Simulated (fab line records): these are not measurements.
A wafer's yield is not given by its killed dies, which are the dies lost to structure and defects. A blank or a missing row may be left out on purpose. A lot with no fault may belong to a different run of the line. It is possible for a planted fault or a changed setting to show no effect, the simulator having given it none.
Struck lot and sound lot, side by side	flow sky130	21 out of 708 route steps
Sound: these wafers, L498.1, L498.5, L498.6. Struck: wafers L506.3, L506.4, L506.5. At the end, the cause is stated.
For every step that has rows: the tool of each side, followed by ch and its chambers, followed by its first start. Under that, the readings that differ: sound wafers	struck wafers	difference of the means	sigmas: that difference in standard deviations of wafers without a fault.
alike: a reading whose means differ by less than 2 such deviations, as well as words and numbers matching on both sides. not compared: withheld readings; readings where some wafer has no value; bounds like >300 that might hide an equal value; numbers whose values overlap and for which the record gives no deviation.
The two part at a step that has a row with sigmas, a row that says differs or no value, or rows on one side only. When numbers do not overlap yet have no deviation, they are printed without sigmas and do not part them. Lack of a reading on every wafer of one side parts them only where that side has two or more wafers.

first, 1 step without rows for these wafers: SKY_RES_XHIGH_IMPLANT_07.
SKY_RES_XHIGH_STRIP_08: strips in O2/N2.
  sound on plasma asher-04 ch 0,1, day 27 21:34; struck on plasma asher-01 ch 0,1, day 31 15:43
  alike: drypump motor current A, o2 flow sccm, oes product au, strip time to endpoint s
  not compared: rf hours counter h
SKY_RES_XHIGH_TW_MEAS_09:
  sound on film metro-02, day 27 21:40; struck on film metro-02, day 31 15:47
  alike: RES_XHIGH_TW
then, 7 steps without rows for these wafers: SKY_SD_N_DEHYDRATE_00 (time 60 s); SKY_SD_N_HMDS_01 (prime time 60 s); SKY_SD_N_COAT_02 (resist thk 1140 nm); SKY_SD_N_SOFTBAKE_03 (time 60 s); SKY_SD_N_EXPOSE_04 (exposes mask NSDM, target cd 380 nm); SKY_SD_N_PEB_05; SKY_SD_N_DEVELOP_06 (develop time 60 s).
SKY_SD_N_CD_MEAS_07: target cd 380 nm.
  sound on cd sem-02, day 29 01:22; struck on cd sem-02, day 32 18:13
  alike: cd nm
SKY_SD_N_OVL_MEAS_08:
  sound on overlay-01, day 29 01:29; struck on overlay-01, day 32 18:19
  alike: SD_N_OVL
SKY_SD_N_IMPLANT_09:
  sound on implanter-03 ch 0, day 29 01:31; struck on implanter-01 ch 0, day 32 18:23
reading	sound	struck	difference	sigmas
beam on s (s)	22.3 21.6 21.4	28.4 28.9 28.7	+6.9	+8
dose ions cm2	3.999e+15 3.995e+15 3.998e+15	5.595e+15 5.596e+15 5.593e+15	+1.597e+15	+99 or more
following that, these wafers have no rows for 1 step: SKY_SD_N_IMPLANT_10.
SKY_SD_N_STRIP_11: strips in O2/N2.
  sound on plasma asher-03 ch 0,1, day 29 01:49; struck on plasma asher-04 ch 0,1, day 32 18:40
reading	sound	struck	difference	sigmas
oes product au (a.u.)	0.527 0.533 0.523	0.512 0.506 0.511	-0.018	-4
strip time to endpoint s (s)	22.55 22.55 22.56	23.45 23.43 23.43	+0.88	+23
  alike: drypump motor current A, o2 flow sccm
  not compared: rf hours counter h
SKY_SD_N_TW_MEAS_12:
  sound on film metro-03, day 29 01:55; struck on film metro-01, day 32 18:45
  alike: SD_N_TW
then, 1 step without rows for these wafers: SKY_SD_N_CLEAN_13 (cleans in SC1/SC2, time 150 s).
SKY_SD_N_RTA_14: time 2 s.
  sound on rtp anneal-02 ch 0, day 29 02:02; struck on rtp anneal-01 ch 0, day 32 18:52
  alike: anneal temp c max, lamp power pct, wafer_temp_C_max
SKY_SD_N_RS_MEAS_16: the measuring method here is four-point-probe.
  sound on film metro-02, day 29 02:13; struck on film metro-03, day 32 19:25
reading	sound	struck	difference	sigmas
SD_N_RS (ohm/sq)	68.90 68.71 68.70	65.98 65.88 65.89	-2.85	-22
  not compared: hold
SKY_SD_N_RS_MEAS_17: the measuring method here is four-point-probe.
  sound on film metro-02, day 29 02:20; struck on film metro-03, day 32 21:17
reading	sound	struck	difference	sigmas
hold	- - -	await dispo/1.7h/release await dispo/1.7h/release await dispo/1.7h/release	no value on the sound wafers	
  alike: SD_P_RS
-- record jumps: 16 days separate the struck wafers' starts on either side; left off in module SD_N, taken up again in module PAD_OPEN, whose first shown step is the route's number 708 --
SKY_PAD_OPEN_PROBE_99:
  sound on prober-02, day 46 14:32; struck on prober-01, day 49 02:49
reading	sound	struck	difference	sigmas
model.etest.res ndiff.line ohm um	754.3 761.5 754.9	714.7 707.8 705.8	-47.5	
model.etest.licon ndiff.rc ohm	186.3 182.9 178.1	160.6 161.4 163.8	-20.5	
model.etest.res ndiff hv.rs ohm sq	116 115.9 116	105.2 105.1 105.7	-10.6	
model.etest.res ndiff.rs ohm sq	122.4 120.5 121.5	111.2 110.7 110.7	-10.6	
  alike: killed_at_M0_to_M3, killed_at_M4_up, killed at contacts, killed at front end, killed at other, killed dies, killed open, killed short
  not compared: model.etest.sonos uncharged.r on ohm um, model.etest.sonos programmed.off log10 a um

== WHERE THEY PART ==
Earliest at SKY_SD_N_IMPLANT_09; latest, in this record, at SKY_SD_N_RS_MEAS_17. Later steps at which nothing parts them and some readings are alike: SKY_PAD_OPEN_PROBE_99.

WHY: the cause the simulator had injected
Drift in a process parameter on implanter-01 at SKY_SD_N_IMPLANT_09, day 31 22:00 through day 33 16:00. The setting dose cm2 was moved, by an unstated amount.
